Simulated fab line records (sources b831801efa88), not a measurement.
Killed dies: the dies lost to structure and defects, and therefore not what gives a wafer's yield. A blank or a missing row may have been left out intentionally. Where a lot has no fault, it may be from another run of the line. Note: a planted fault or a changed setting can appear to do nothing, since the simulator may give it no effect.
Split-lot trial / flow gf180mcu / on a route of 602 steps: 5 lots, 23 wafers read

ON THE SPLIT
At GF_V4_CVD_00 (deposits SiO2, target thk 600 nm, time 100 s), the setting sih4 flow sccm was moved away from the recipe's 60 sccm on 6 of the 23 wafers read, by -13.5% to +13.4%. For the rest of the wafers, this setting stayed at what the recipe calls for.

The file shows no step between the split and the reading.

THE READING
V4_CVD_00_THK, in nm, at GF_V4_THK_MEAS_01. Typical for fault-free wafers on this fab line: 598 nm, with standard deviation 7.7 nm.

wafer=L075.1; tool, chamber at the split=hdpcvd-01, 2; sih4 flow sccm as run, sccm=60; against the recipe=recipe; V4_CVD_00_THK, nm=597; against lot-mates on the recipe=-
wafer=L075.2; tool, chamber at the split=hdpcvd-01, 1; sih4 flow sccm as run, sccm=60; against the recipe=recipe; V4_CVD_00_THK, nm=594; against lot-mates on the recipe=-
wafer=L075.4; tool, chamber at the split=hdpcvd-01, 1; sih4 flow sccm as run, sccm=60; against the recipe=recipe; V4_CVD_00_THK, nm=590; against lot-mates on the recipe=-
wafer=L075.5; tool, chamber at the split=hdpcvd-01, 2; sih4 flow sccm as run, sccm=60; against the recipe=recipe; V4_CVD_00_THK, nm=592; against lot-mates on the recipe=-
wafer=L075.6; tool, chamber at the split=hdpcvd-01, 1; sih4 flow sccm as run, sccm=60; against the recipe=recipe; V4_CVD_00_THK, nm=597; against lot-mates on the recipe=-
wafer=L078.2; tool, chamber at the split=hdpcvd-02, 1; sih4 flow sccm as run, sccm=60; against the recipe=recipe; V4_CVD_00_THK, nm=620; against lot-mates on the recipe=-
wafer=L078.4; tool, chamber at the split=hdpcvd-02, 0; sih4 flow sccm as run, sccm=60; against the recipe=recipe; V4_CVD_00_THK, nm=614; against lot-mates on the recipe=-
wafer=L078.6; tool, chamber at the split=hdpcvd-02, 2; sih4 flow sccm as run, sccm=60; against the recipe=recipe; V4_CVD_00_THK, nm=616; against lot-mates on the recipe=-
wafer=L077.1; tool, chamber at the split=hdpcvd-01, 2; sih4 flow sccm as run, sccm=60; against the recipe=recipe; V4_CVD_00_THK, nm=589; against lot-mates on the recipe=-
wafer=L077.2; tool, chamber at the split=hdpcvd-01, 1; sih4 flow sccm as run, sccm=68.01; against the recipe=+13.4%; V4_CVD_00_THK, nm=670; against lot-mates on the recipe=+81
wafer=L077.3; tool, chamber at the split=hdpcvd-01, 0; sih4 flow sccm as run, sccm=68.01; against the recipe=+13.4%; V4_CVD_00_THK, nm=678; against lot-mates on the recipe=+89
wafer=L077.4; tool, chamber at the split=hdpcvd-01, 1; sih4 flow sccm as run, sccm=60; against the recipe=recipe; V4_CVD_00_THK, nm=589; against lot-mates on the recipe=-
wafer=L077.6; tool, chamber at the split=hdpcvd-01, 2; sih4 flow sccm as run, sccm=68.01; against the recipe=+13.4%; V4_CVD_00_THK, nm=674; against lot-mates on the recipe=+85
wafer=L081.2; tool, chamber at the split=hdpcvd-01, 2; sih4 flow sccm as run, sccm=51.91; against the recipe=-13.5%; V4_CVD_00_THK, nm=507; against lot-mates on the recipe=-89
wafer=L081.3; tool, chamber at the split=hdpcvd-01, 1; sih4 flow sccm as run, sccm=51.91; against the recipe=-13.5%; V4_CVD_00_THK, nm=508; against lot-mates on the recipe=-88
wafer=L081.4; tool, chamber at the split=hdpcvd-01, 1; sih4 flow sccm as run, sccm=51.91; against the recipe=-13.5%; V4_CVD_00_THK, nm=514; against lot-mates on the recipe=-82
wafer=L081.5; tool, chamber at the split=hdpcvd-01, 2; sih4 flow sccm as run, sccm=60; against the recipe=recipe; V4_CVD_00_THK, nm=598; against lot-mates on the recipe=-
wafer=L081.6; tool, chamber at the split=hdpcvd-01, 0; sih4 flow sccm as run, sccm=60; against the recipe=recipe; V4_CVD_00_THK, nm=594; against lot-mates on the recipe=-
wafer=L082.1; tool, chamber at the split=hdpcvd-01, 0; sih4 flow sccm as run, sccm=60; against the recipe=recipe; V4_CVD_00_THK, nm=607; against lot-mates on the recipe=-
wafer=L082.2; tool, chamber at the split=hdpcvd-01, 2; sih4 flow sccm as run, sccm=60; against the recipe=recipe; V4_CVD_00_THK, nm=601; against lot-mates on the recipe=-
wafer=L082.3; tool, chamber at the split=hdpcvd-01, 1; sih4 flow sccm as run, sccm=60; against the recipe=recipe; V4_CVD_00_THK, nm=601; against lot-mates on the recipe=-
wafer=L082.5; tool, chamber at the split=hdpcvd-01, 2; sih4 flow sccm as run, sccm=60; against the recipe=recipe; V4_CVD_00_THK, nm=604; against lot-mates on the recipe=-
wafer=L082.6; tool, chamber at the split=hdpcvd-01, 0; sih4 flow sccm as run, sccm=60; against the recipe=recipe; V4_CVD_00_THK, nm=598; against lot-mates on the recipe=-

FIT RESULTS
A straight line over all 23 wafers: V4_CVD_00_THK changes by +6.13 nm for each +1% of sih4 flow sccm; r = +0.98; the points scatter about the line by 9.1 nm.
The same after taking each lot's own level away (the mean of its wafers on the recipe; 23 wafers): +6.39 nm for each +1%; r = +1.00; scatter 2.9 nm.
Per that fit: largest sih4 flow sccm move, reading shift of 86 nm.
The lots' own levels span 589.0 to 616.7 nm, that is 3.6 times the standard deviation above.
Hence the lot-to-lot level has little effect on the slope; both slopes agree.
Check: with one of the wafers moved furthest among these (-13.5%) left out of the fit, the line predicts -85.4 nm for it against its lot-mates. It came out at -89 nm against them.

ADDITIONAL SPLITS CARRIED BY THESE WAFERS
These wafers also went through other splits before the reading. Each is held against what the fit with the lots' levels taken away leaves over:
other split on the same wafers=GF_V2_SPUTTER_21 chamber pressure pa; wafers away from the commonest value=18; r with V4_CVD_00_THK (lot level and that fit taken away)=-0.01
other split on the same wafers=GF_M3_SPUTTER_02 time s; wafers away from the commonest value=8; r with V4_CVD_00_THK (lot level and that fit taken away)=-0.15
other split on the same wafers=GF_M3_SOFTBAKE_10 time s; wafers away from the commonest value=6; r with V4_CVD_00_THK (lot level and that fit taken away)=+0.30

THE WHOLE CHAIN: every reading that the file lists as answering this split, in the file's order
step=GF_V4_CVD_00; what it does=deposits SiO2, target thk 600 nm, time 100 s; reading=SiO2_of_V4_CVD_00.thk nm (the simulator's own value, which no gauge read); change (the file's fit)=+6.39 nm for each +1% of the setting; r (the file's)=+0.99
step=GF_V4_THK_MEAS_01; what it does=; reading=V4_CVD_00_THK; change (the file's fit)=+6.38 for each +1% of the setting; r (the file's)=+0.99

THE FILE'S OWN FIT
V4_CVD_00_THK changes by +6.38 nm for each +1% of sih4 flow sccm, r = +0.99.
